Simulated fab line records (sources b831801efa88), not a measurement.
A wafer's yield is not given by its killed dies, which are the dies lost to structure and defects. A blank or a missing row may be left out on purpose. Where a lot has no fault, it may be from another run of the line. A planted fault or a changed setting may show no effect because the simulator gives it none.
fab line records	flow sky130
[record] lots = 6	wafers = 18	last_day = 50
route steps=708 shown LI_CONTACT@371 LOCAL_INTERCONNECT@387 PAD_OPEN@708
lots that met no fault: taken from a fault-free run of the same line
start_h: hours from the record's first day to the start of the lot's first wafer shown	wait_h: hours elapsed since this lot's preceding step	" identical to the entry in the row above	L1.1+2: a single row standing in for several wafers	- no value, or no start given	* or withheld: withheld	< > ~ a bound
route shown NAME@n: names a module that has steps shown in the file, with the first one's number in the route	usual: mean/standard deviation taken from wafers without a fault	same: alike in all rows	chamber/n: place in a boat	sites: per-site readings	_std_site: standard deviation of those values	_edge_site: mean of outer sites minus mean of inner sites	radius_mm: for every site, how far away it sits from the centre of the wafer	mask NAME#n: copy n	behind: the tool/chamber that last shaped the wafer	hold: the reason the lot was held/the length of the hold in hours/how it ended	device: whichever transistor did not switch (one of n, p or np)	end of line: the same wafers' tests at the end of the route	a step with no rows: only its recipe	killed: dies that structure and defects cost at the first sort, which is not the same as the wafer's yield	map: a wafer's dies, x killed, . not, _ none there
set.NAME: the setting as run; set.NAME@STEP: as run at that earlier step	model.NAME: the simulator's own value behind a step, which no gauge read
lots at some steps of the route; a table a step, a row a wafer
services: the hour from which a tool's chamber was out of use, counted from the record's first day as start_h (under 0 if before that day), plus the number of hours and why
[[steps]]
[step SKY_LI_CONTACT_EXPOSE_09]
[recipe] mask_id = LICM1	na = 0.8	source_shape = annular	sigma_inner = 0.55	sigma_outer = 0.85	target_cd_nm = 170	dose_mj = 38
[step SKY_LI_CONTACT_PEB_10]
[recipe] peb_temp_c = withheld	peb_time_s = withheld	resist = KrF-thick
[step SKY_LI_CONTACT_DEVELOP_11]
[recipe] develop_time_s = 60	resist = KrF-thick	dev_temp_c = 21
[step SKY_LI_CONTACT_CD_MEAS_12]
[recipe] target_cd_nm = 170
[usual] cd_nm = 169.7/1.6
lot.wafer	tool	chamber	start_h	wait_h	cd_nm
L995.3	cd_sem-02	-	692.57	-	173.2
L995.4	"	-	"	"	173.5
L995.6	"	-	"	"	173.6
L997.3	cd_sem-02	-	716.57	-	167.3
L997.4	"	-	"	"	166.3
L997.6	"	-	"	"	166.6
L106.1	cd_sem-02	-	784.84	-	171.2
L106.3	"	-	"	"	170.2
L106.5	"	-	"	"	171.5
L107.3	cd_sem-01	-	802.61	-	168.8
L107.4	"	-	"	"	169.5
L107.5	"	-	"	"	169.3
L115.2	cd_sem-01	-	848.29	-	170.9
L115.5	"	-	"	"	170.9
L115.6	"	-	"	"	171.6
L116.1	cd_sem-01	-	853.64	-	170.2
L116.3	"	-	"	"	171.2
L116.4	"	-	"	"	170.7
[step SKY_LI_CONTACT_OVL_MEAS_13]
[usual] LI_CONTACT_OVL = -4/6.2
lot.wafer	tool	chamber	start_h	wait_h	LI_CONTACT_OVL[nm]
L995.3	overlay-01	-	692.66	0.1	-12
L995.4	"	-	"	"	-6
L995.6	"	-	"	"	-6
L997.3	overlay-02	-	716.66	0.1	-3
L997.4	"	-	"	"	-15
L997.6	"	-	"	"	-11
L106.1	overlay-02	-	784.96	0.1	-5
L106.3	"	-	"	"	-11
L106.5	"	-	"	"	-15
L107.3	overlay-01	-	802.70	0.1	3
L107.4	"	-	"	"	-6
L107.5	"	-	"	"	-1
L115.2	overlay-01	-	848.40	0.1	-3
L115.5	"	-	"	"	4
L115.6	"	-	"	"	-3
L116.1	overlay-01	-	853.76	0.1	-4
L116.3	"	-	"	"	3
L116.4	"	-	"	"	2
[step SKY_LI_CONTACT_ETCH_14]
[recipe] chemistry = N2/H2	target = BARC	ion_energy_ev = 200	source_w = 500	bias_w = 100	pressure_mtorr = 30	n2_flow_sccm = 100	h2_flow_sccm = 200	stop_on = SiO2	time_s = 45.9	target_depth_a = 600
[usual] drypump_motor_current_A = 5.62/0.26	oes_product_au = 0.856/0.0045	throttle_valve_pct = 13.224/0.008
[same] time_s = 45.9
lot.wafer	tool	chamber	start_h	wait_h	drypump_motor_current_A	oes_product_au	rf_hours_counter_h	throttle_valve_pct
L995.3	rie_diel-03	2	692.68	0.0	5.52	0.855	6	13.223
L995.4	"	1	"	"	5.38	0.855	11	13.215
L995.6	"	2	"	"	5.51	0.853	-	13.223
L997.3	rie_diel-01	0	716.68	0.0	5.94	0.859	25	13.231
L997.4	"	2	"	"	5.66	0.859	2	13.210
L997.6	"	0	"	"	5.97	0.850	-	13.227
L106.1	rie_diel-01	2	784.99	0.0	5.64	0.849	3	13.233
L106.3	"	1	"	"	5.75	0.862	23	13.236
L106.5	"	2	"	"	5.66	0.857	-	13.229
L107.3	rie_diel-01	3	802.73	0.0	5.48	0.851	4	13.218
L107.4	"	2	"	"	5.67	0.860	3	13.241
L107.5	"	1	"	"	5.73	0.852	-	13.228
L115.2	rie_diel-03	0	848.43	0.0	5.74	0.855	13	13.230
L115.5	"	1	"	"	5.36	0.858	-	13.234
L115.6	"	2	"	"	5.51	0.855	-	13.221
L116.1	rie_diel-03	3	853.79	0.0	5.55	0.851	23	13.219
L116.3	"	1	"	"	5.37	0.859	16	13.217
L116.4	"	2	"	"	5.51	0.855	11	13.224
[step SKY_LI_CONTACT_ETCH_15]
[recipe] target = PSG	chemistry = C4F8/O2/Ar	stop_on = Si	taper_deg = 4.15	mask_material = KrF-thick	source_w = 1500	bias_w = 1200	pressure_mtorr = 40	c4f8_flow_sccm = withheld	O2_flow_sccm = 6	Ar_flow_sccm = 300	time_s = withheld	target_depth_a = 6000
[usual] oes_product_au = 0.836/0.0044
lot.wafer	tool	chamber	start_h	wait_h	oes_product_au
L995.3	rie_diel-03	2	692.73	0.0	0.838
L995.4	"	1	"	"	0.836
L995.6	"	2	"	"	0.833
L997.3	rie_diel-01	0	716.73	0.0	0.844
L997.4	"	2	"	"	0.841
L997.6	"	0	"	"	0.839
L106.1	rie_diel-01	2	785.04	0.0	0.834
L106.3	"	1	"	"	0.832
L106.5	"	2	"	"	0.833
L107.3	rie_diel-01	3	802.77	0.0	0.837
L107.4	"	2	"	"	0.829
L107.5	"	1	"	"	0.836
L115.2	rie_diel-03	0	848.47	0.0	0.838
L115.5	"	1	"	"	0.844
L115.6	"	2	"	"	0.836
L116.1	rie_diel-03	3	853.84	0.0	0.843
L116.3	"	1	"	"	0.838
L116.4	"	2	"	"	0.839
[step SKY_LI_CONTACT_STRIP_16]
[recipe] chemistry = O2/N2	power_w = 1400	pressure_mtorr = 1500	platen_temp_c = withheld	o2_flow_sccm = 3000	n2_flow_sccm = 300	overash_fraction = 0.5
[usual] drypump_motor_current_A = 5.9/0.4	oes_product_au = 0.375/0.0048	strip_time_to_endpoint_s = 3.485/0.025
lot.wafer	tool	chamber	start_h	wait_h	drypump_motor_current_A	oes_product_au	rf_hours_counter_h	strip_time_to_endpoint_s
L995.3	plasma_asher-04	0	692.84	-	5.7	0.379	-	3.476
L995.4	"	1	"	"	5.9	0.383	-	3.480
L995.6	"	1	"	"	5.9	0.373	-	3.467
L997.3	plasma_asher-03	1	716.85	-	5.8	0.367	-	3.463
L997.4	"	0	"	"	6.5	0.376	-	3.428
L997.6	"	1	"	"	5.8	0.367	-	3.440
L106.1	plasma_asher-02	0	785.12	-	5.3	0.370	36	3.455
L106.3	"	1	"	"	6.1	0.373	-	3.477
L106.5	"	0	"	"	5.3	0.383	-	3.471
L107.3	plasma_asher-03	0	802.89	-	6.5	0.378	-	3.525
L107.4	"	1	"	"	5.8	0.374	-	3.468
L107.5	"	1	"	"	5.8	0.376	-	3.498
L115.2	plasma_asher-02	0	848.56	-	5.3	0.383	42	3.551
L115.5	"	1	"	"	6.1	0.378	-	3.522
L115.6	"	0	"	"	5.3	0.376	-	3.481
L116.1	plasma_asher-02	0	853.92	-	5.3	0.381	43	3.509
L116.3	"	1	"	"	6.1	0.388	-	3.482
L116.4	"	0	"	"	5.3	0.385	-	3.511
[step SKY_LI_CONTACT_CLEAN_17]
[recipe] chemistry = NMP	time_s = 600	temp_c = 60	dry = n2_spin
[step SKY_LI_CONTACT_PRE_CLEAN_18]
[recipe] gas = Ar	time_s = 5.6	bias_v = 358
[step SKY_LI_CONTACT_SPUTTER_19]
[recipe] material = Ti	target_thk_nm = 20	chamber_pressure_pa = 5	power_w = 2500	substrate_temp_c = 200	time_s = 106.37
[usual] throttle_valve_pct = 30.4/1.3
[same] time_s = 106.37
lot.wafer	tool	chamber	start_h	wait_h	throttle_valve_pct
L995.3	pvd_sputter-02	-	693.11	0.0	32.3
L995.4	"	-	"	"	29.1
L995.6	"	-	"	"	29.8
L997.3	pvd_sputter-04	-	717.12	0.0	31.4
L997.4	"	-	"	"	30.8
L997.6	"	-	"	"	30.7
L106.1	pvd_sputter-01	-	785.42	0.0	28.8
L106.3	"	-	"	"	29.9
L106.5	"	-	"	"	28.8
L107.3	pvd_sputter-02	-	803.33	0.0	32.6
L107.4	"	-	"	"	29.4
L107.5	"	-	"	"	29.3
L115.2	pvd_sputter-04	-	848.85	0.0	32.2
L115.5	"	-	"	"	32.5
L115.6	"	-	"	"	31.0
L116.1	pvd_sputter-02	-	854.23	0.0	29.0
L116.3	"	-	"	"	30.6
L116.4	"	-	"	"	32.7
[step SKY_LI_CONTACT_SPUTTER_20]
[recipe] material = TiN	target_thk_nm = 20	chamber_pressure_pa = 5	power_w = 4000	time_s = 80
[usual] throttle_valve_pct = 30.4/1.3
[same] time_s = 80
lot.wafer	tool	chamber	start_h	wait_h	throttle_valve_pct
L995.3	pvd_sputter-02	-	693.18	0.0	32.8
L995.4	"	-	"	"	29.3
L995.6	"	-	"	"	30.0
L997.3	pvd_sputter-04	-	717.20	0.0	31.4
L997.4	"	-	"	"	31.0
L997.6	"	-	"	"	30.8
L106.1	pvd_sputter-01	-	785.49	0.0	28.7
L106.3	"	-	"	"	30.2
L106.5	"	-	"	"	28.6
L107.3	pvd_sputter-02	-	803.40	0.0	32.5
L107.4	"	-	"	"	29.0
L107.5	"	-	"	"	29.4
L115.2	pvd_sputter-04	-	848.93	0.0	32.0
L115.5	"	-	"	"	32.2
L115.6	"	-	"	"	31.0
L116.1	pvd_sputter-02	-	854.31	0.0	29.2
L116.3	"	-	"	"	30.1
L116.4	"	-	"	"	32.7
[step SKY_LI_CONTACT_CVD_21]
[recipe] material = W	target_thk_nm = 400	time_s = 120.56	temp_c = 400	pressure_torr = 40
[usual] heater_power_outer_w = 560/23	heater_power_w = 903/36	susceptor_temp_C = 399.99/0.24
[same] time_s = 120.56
lot.wafer	tool	chamber	start_h	wait_h	heater_power_outer_w	heater_power_w	since_wet_clean_h	susceptor_temp_C	model.W_of_LI_CONTACT_CVD_21.thk_nm
L995.3	cvd_w-01	1	693.28	0.1	534	874	-	399.79	387.7
L995.4	"	0	"	"	583	925	-	399.94	388.4
L995.6	"	1	"	"	538	861	-	399.64	386
L997.3	cvd_w-02	1	717.30	0.1	585	834	-	400.09	399.7
L997.4	"	0	"	"	544	970	-	399.79	408.9
L997.6	"	1	"	"	574	853	-	400.43	400
L106.1	cvd_w-01	0	785.55	0.0	521	860	882	384.85	298.9
L106.3	"	0	"	"	519	825	-	384.66	293.5
L106.5	"	0	"	"	512	851	-	384.63	298.3
L107.3	cvd_w-01	1	803.50	0.1	523	880	-	400.17	395.3
L107.4	"	0	"	"	518	862	-	384.25	292.1
L107.5	"	1	"	"	523	882	-	400.24	390.3
L115.2	cvd_w-02	1	848.99	0.0	563	873	445	399.92	410.8
L115.5	"	0	"	"	547	956	-	400.41	411.5
L115.6	"	1	"	"	575	871	-	399.96	406.1
L116.1	cvd_w-02	0	854.37	0.0	558	952	450	400.02	412.5
L116.3	"	1	"	"	579	887	-	399.77	402.6
L116.4	"	0	"	"	563	952	-	399.99	409.7
[step SKY_LI_CONTACT_RS_MEAS_22]
[recipe] thk_meas_gauge = four-point-probe	reads = W_of_LI_CONTACT_CVD_21+TiN_of_LI_CONTACT_SPUTTER_20+Ti_of_LI_CONTACT_SPUTTER_19
[usual] LI_CONTACT_W_RS = 0.285/0.0045
lot.wafer	tool	chamber	start_h	wait_h	LI_CONTACT_W_RS[ohm/sq]
L995.3	film_metro-02	-	693.41	0.1	0.294
L995.4	"	-	"	"	0.293
L995.6	"	-	"	"	0.295
L997.3	film_metro-04	-	717.42	0.1	0.285
L997.4	"	-	"	"	0.278
L997.6	"	-	"	"	0.285
L106.1	film_metro-03	-	785.68	0.1	0.381
L106.3	"	-	"	"	0.388
L106.5	"	-	"	"	0.382
L107.3	film_metro-02	-	803.63	0.1	0.288
L107.4	"	-	"	"	0.390
L107.5	"	-	"	"	0.291
L115.2	film_metro-04	-	849.13	0.1	0.277
L115.5	"	-	"	"	0.277
L115.6	"	-	"	"	0.281
L116.1	film_metro-04	-	854.50	0.1	0.276
L116.3	"	-	"	"	0.283
L116.4	"	-	"	"	0.278
[step SKY_LI_CONTACT_THK_MEAS_23]
[recipe] thk_meas_gauge = xrf	reads = W_of_LI_CONTACT_CVD_21
[usual] LI_CONTACT_W_THK = 405/11
lot.wafer	tool	chamber	start_h	wait_h	LI_CONTACT_W_THK[nm]
L995.3	film_metro-02	-	693.51	0.1	385
L995.4	"	-	"	"	381
L995.6	"	-	"	"	381
L997.3	film_metro-04	-	717.52	0.1	413
L997.4	"	-	"	"	422
L997.6	"	-	"	"	411
L106.1	film_metro-03	-	785.80	0.1	304
L106.3	"	-	"	"	302
L106.5	"	-	"	"	305
L107.3	film_metro-02	-	803.73	0.1	395
L107.4	"	-	"	"	292
L107.5	"	-	"	"	387
L115.2	film_metro-04	-	849.24	0.1	427
L115.5	"	-	"	"	426
L115.6	"	-	"	"	420
L116.1	film_metro-04	-	854.62	0.1	429
L116.3	"	-	"	"	416
L116.4	"	-	"	"	424
[step SKY_LI_CONTACT_CMP_24]
[recipe] stop_on = PSG	t_overpolish_s = 20	down_force_psi = 3.5	platen_rpm = 60	target_thk_nm = 0	pad_velocity_m_s = 0.94248
[usual] motor_current_A = 10.8/0.79	slurry_flow_ml_min = 150.1/0.45	time_to_endpoint_s = 94/3.7
lot.wafer	tool	chamber	start_h	wait_h	motor_current_A	slurry_flow_ml_min	time_to_endpoint_s
L995.3	cmp-02	0	693.55	0.0	11.0	149.6	91
L995.4	"	1	"	"	10.1	150.2	91
L995.6	"	0	"	"	10.8	149.4	90
L997.3	cmp-02	1	717.56	0.0	9.8	151.0	87
L997.4	"	0	"	"	11.1	150.3	95
L997.6	"	2	"	"	11.1	150.8	90
L106.3	cmp-01	2	785.96	0.1	10.3	150.1	68
L106.1	"	3	"	"	11.3	150.3	64
L106.5	"	1	"	"	11.1	149.9	68
L107.3	cmp-02	3	803.77	0.0	10.9	150.1	94
L107.4	"	2	"	"	10.8	149.4	71
L107.5	"	0	"	"	10.8	149.5	95
L115.2	cmp-02	2	849.39	0.1	11.0	149.6	104
L115.5	"	0	"	"	10.7	149.7	103
L115.6	"	1	"	"	9.9	151.1	105
L116.3	cmp-01	2	854.73	0.1	9.9	150.7	98
L116.1	"	3	"	"	11.2	150.0	95
L116.4	"	0	"	"	12.3	150.2	97
[step SKY_LOCAL_INTERCONNECT_SPUTTER_00]
[recipe] material = TiN	target_thk_nm = 100	temp_c = 300	power_w = 6500	time_s = 83.3	chamber_pressure_pa = 0.4
[step SKY_PAD_OPEN_PROBE_99]
[usual] killed_at_M0_to_M3 = 42/6.4	killed_at_M4_up = 3.0/2	killed_at_contacts = 24/5.2	killed_at_front_end = 14/4.2	killed_at_other = 0.4/0.72	killed_dies = 84/9	killed_on_rim = 16/3.7	killed_open = 46/6.6	killed_short = 38/6
[same] gross_dies = 492	killed_at_back_side = 0
lot.wafer	tool	chamber	start_h	wait_h	killed_at_M0_to_M3	killed_at_M4_up	killed_at_contacts	killed_at_front_end	killed_at_other	killed_dies	killed_on_rim	killed_open	killed_short
L995.3	prober-01	-	1089.98	0.2	46	10	25	17	0	98	18	55	43
L995.4	prober-01	-	1090.03	0.2	41	6	21	20	0	88	19	44	44
L995.6	prober-01	-	1090.13	0.2	48	4	23	16	1	92	17	47	45
L997.3	prober-01	-	1106.41	0.2	35	1	25	20	0	81	16	47	34
L997.4	prober-01	-	1106.46	0.2	43	5	20	13	1	82	12	40	41
L997.6	prober-01	-	1106.56	0.2	39	2	23	12	0	76	17	40	36
L106.1	prober-02	-	1154.89	0.1	40	5	25	16	0	86	17	48	37
L106.3	prober-02	-	1154.99	0.2	45	4	23	11	0	83	15	47	36
L106.5	prober-02	-	1155.09	0.2	37	2	28	15	0	82	15	43	38
L107.3	prober-02	-	1164.94	0.2	41	3	29	16	1	90	22	52	37
L107.4	prober-02	-	1164.99	0.2	35	7	26	13	0	81	21	42	39
L107.5	prober-02	-	1165.04	0.2	49	4	24	13	0	90	16	51	39
L116.1	prober-01	-	1200.19	0.1	35	2	13	8	1	59	10	35	23
L116.3	prober-01	-	1200.29	0.2	43	0	26	14	1	84	19	53	30
L116.4	prober-01	-	1200.34	0.2	39	1	19	14	1	74	15	38	36
// killed by level:class
L995.3 VIA1:geometric_particle:open=14 CONTACT:geometric_particle:open=8 VIA3:geometric_particle:open=7 VIA2:geometric_particle:open=7 METAL4:geometric_particle:short=7 LI_CONTACT:geometric_particle:open=6 FIELD_ISO:geometric_particle:short=5 CONTACT:geometric_particle:short=4
L995.4 VIA1:geometric_particle:open=10 CONTACT:geometric_particle:open=8 POLY_GATE:geometric_particle:short=7 CONTACT:geometric_particle:short=7 VIA1:geometric_particle:short=6 METAL2:geometric_particle:short=6 VIA3:geometric_particle:open=5 VIA2:geometric_particle:open=5
L995.6 METAL2:geometric_particle:short=10 VIA1:geometric_particle:open=9 CONTACT:geometric_particle:open=7 VIA3:geometric_particle:open=7 LI_CONTACT:geometric_particle:open=6 CONTACT:geometric_particle:short=6 POLY_GATE:geometric_particle:short=5 VIA1:geometric_particle:short=5
L997.3 CONTACT:geometric_particle:open=10 VIA1:geometric_particle:open=10 VIA1:geometric_particle:short=8 POLY_GATE:geometric_particle:open=6 LI_CONTACT:geometric_particle:open=6 LOCAL_INTERCONNECT:geometric_particle:short=6 FIELD_ISO:geometric_particle:open=5 FIELD_ISO:geometric_particle:short=5
L997.4 CONTACT:geometric_particle:open=8 VIA3:geometric_particle:open=7 METAL2:geometric_particle:short=6 VIA1:geometric_particle:short=6 VIA2:geometric_particle:open=6 VIA1:geometric_particle:open=5 POLY_GATE:geometric_particle:open=4 LI_CONTACT:geometric_particle:open=4
L997.6 LI_CONTACT:geometric_particle:open=10 VIA2:geometric_particle:open=7 CONTACT:geometric_particle:short=6 VIA3:geometric_particle:open=6 CONTACT:geometric_particle:open=5 VIA3:geometric_particle:short=5 METAL3:geometric_particle:short=4 METAL1:geometric_particle:short=4
L106.1 LI_CONTACT:geometric_particle:open=11 METAL2:geometric_particle:short=8 VIA1:geometric_particle:open=7 VIA2:geometric_particle:open=7 VIA3:geometric_particle:open=6 CONTACT:geometric_particle:open=5 FIELD_ISO:geometric_particle:short=4 LOCAL_INTERCONNECT:geometric_particle:short=4
L106.3 VIA1:geometric_particle:open=14 CONTACT:geometric_particle:open=10 VIA2:geometric_particle:open=6 METAL1:geometric_particle:short=5 VIA3:geometric_particle:open=5 LOCAL_INTERCONNECT:geometric_particle:short=4 CONTACT:geometric_particle:short=4 VIA1:geometric_particle:short=4
L106.5 LI_CONTACT:geometric_particle:open=11 CONTACT:geometric_particle:short=7 VIA1:geometric_particle:open=7 CONTACT:geometric_particle:open=6 METAL1:geometric_particle:short=6 POLY_GATE:geometric_particle:short=5 VIA3:geometric_particle:open=5 FIELD_ISO:geometric_particle:open=4
L107.3 VIA1:geometric_particle:open=11 LI_CONTACT:geometric_particle:open=8 CONTACT:geometric_particle:open=7 VIA2:geometric_particle:short=7 VIA2:geometric_particle:open=7 VIA3:geometric_particle:open=6 LOCAL_INTERCONNECT:geometric_particle:short=5 CONTACT:geometric_particle:short=5
L107.4 METAL1:geometric_particle:short=7 LI_CONTACT:geometric_particle:open=7 VIA1:geometric_particle:open=7 CONTACT:geometric_particle:short=7 CONTACT:geometric_particle:open=7 VIA2:geometric_particle:open=5 METAL4:geometric_particle:short=5 FIELD_ISO:geometric_particle:open=4
L107.5 VIA2:geometric_particle:open=10 CONTACT:geometric_particle:open=8 VIA1:geometric_particle:open=8 FIELD_ISO:geometric_particle:open=6 LI_CONTACT:geometric_particle:open=6 METAL1:geometric_particle:short=6 LOCAL_INTERCONNECT:geometric_particle:short=5 METAL2:geometric_particle:short=5
L116.1 VIA1:geometric_particle:open=12 CONTACT:geometric_particle:open=6 METAL2:geometric_particle:short=5 VIA3:geometric_particle:open=4 LOCAL_INTERCONNECT:geometric_particle:short=3 METAL1:geometric_particle:short=3 POLY_GATE:geometric_particle:short=2 SPACER:geometric_particle:open=2
L116.3 VIA1:geometric_particle:open=13 VIA3:geometric_particle:open=10 LI_CONTACT:geometric_particle:open=9 FIELD_ISO:geometric_particle:open=6 LOCAL_INTERCONNECT:geometric_particle:short=6 CONTACT:geometric_particle:open=5 CONTACT:geometric_particle:short=4 METAL1:geometric_particle:short=4
L116.4 VIA1:geometric_particle:open=9 CONTACT:geometric_particle:open=7 LI_CONTACT:geometric_particle:open=6 POLY_GATE:geometric_particle:short=5 METAL1:geometric_particle:short=5 METAL2:geometric_particle:short=5 VIA2:geometric_particle:open=4 VIA3:geometric_particle:open=4
[[services]]
tool	chamber	start_h	hours	kind
cvd_w-02	-	674.84	6.9	pm
cmp-01	-	678.46	10.0	pm
cvd_w-02	-	681.74	2.8	pm
cmp-02	-	691.07	2.4	repair
cmp-02	-	696.63	5.6	pm
cmp-01	-	698.88	33.3	repair
pvd_sputter-02	-	709.06	6.2	repair
rie_diel-01	3	719.77	1.5	repair
pvd_sputter-04	-	720.61	0.5	repair
cvd_w-01	-	722.54	6.9	pm
plasma_asher-03	-	733.75	9.0	pm
cmp-01	-	744.08	4.0	pm
plasma_asher-02	-	745.85	2.8	pm
cvd_w-02	-	746.05	0.5	repair
cmp-02	-	746.17	4.1	repair
rie_diel-03	3	753.62	11.4	repair
rie_diel-01	0	756.41	35.0	repair
cmp-02	-	770.32	0.8	repair
rie_diel-03	2	780.34	10.8	repair
cmp-01	-	781.59	1.7	repair
rie_diel-01	-	791.40	0.8	repair
plasma_asher-03	-	810.13	3.1	repair
cmp-02	-	834.53	3.8	repair
cvd_w-01	1	837.48	6.4	repair
[[key]]
[first_sign] step = SKY_LI_CONTACT_CVD_21	reading = susceptor_temp_C	direction = down	sigmas = 63	usual = *	struck = *
[effect] step = SKY_LI_CONTACT_CVD_21	reading = heater_power_outer_w	direction = down	sigmas = 1.8	usual = *	struck = *
[effect] step = SKY_LI_CONTACT_RS_MEAS_22	reading = LI_CONTACT_W_RS	direction = up	sigmas = 22	usual = 0.285	struck = 0.386
[effect] step = SKY_LI_CONTACT_THK_MEAS_23	reading = LI_CONTACT_W_THK	direction = down	sigmas = 9.2	usual = 405	struck = 301
[effect] step = SKY_LI_CONTACT_CMP_24	reading = time_to_endpoint_s	direction = down	sigmas = 7.3	usual = *	struck = *
[model_effect] step = SKY_LI_CONTACT_CVD_21	value = W_of_LI_CONTACT_CVD_21.thk_nm	without = 393.4	struck = 295.7
met_at SKY_LI_CONTACT_CVD_21
struck_wafers L106.1,L106.3,L106.5,L107.4
tester_left_out L106,L107
onset_between 693.28 785.55
[fault] kind = process_parameter_drift	tool = cvd_w-01	chamber = 0	onset_h = 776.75	steps = SKY_LI_CONTACT_CVD_21	channel = temp_c	offset = *	shape = step	end_h = 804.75	acts_in = *	stated = *
// tester_left_out: of these lots the tester's yield and bins aren't shown, on N5 and GAA mostly nor the transistor test; their killed dies are dies lost to structure and defects alone, not to doping, threshold or leakage, so they don't give the yield
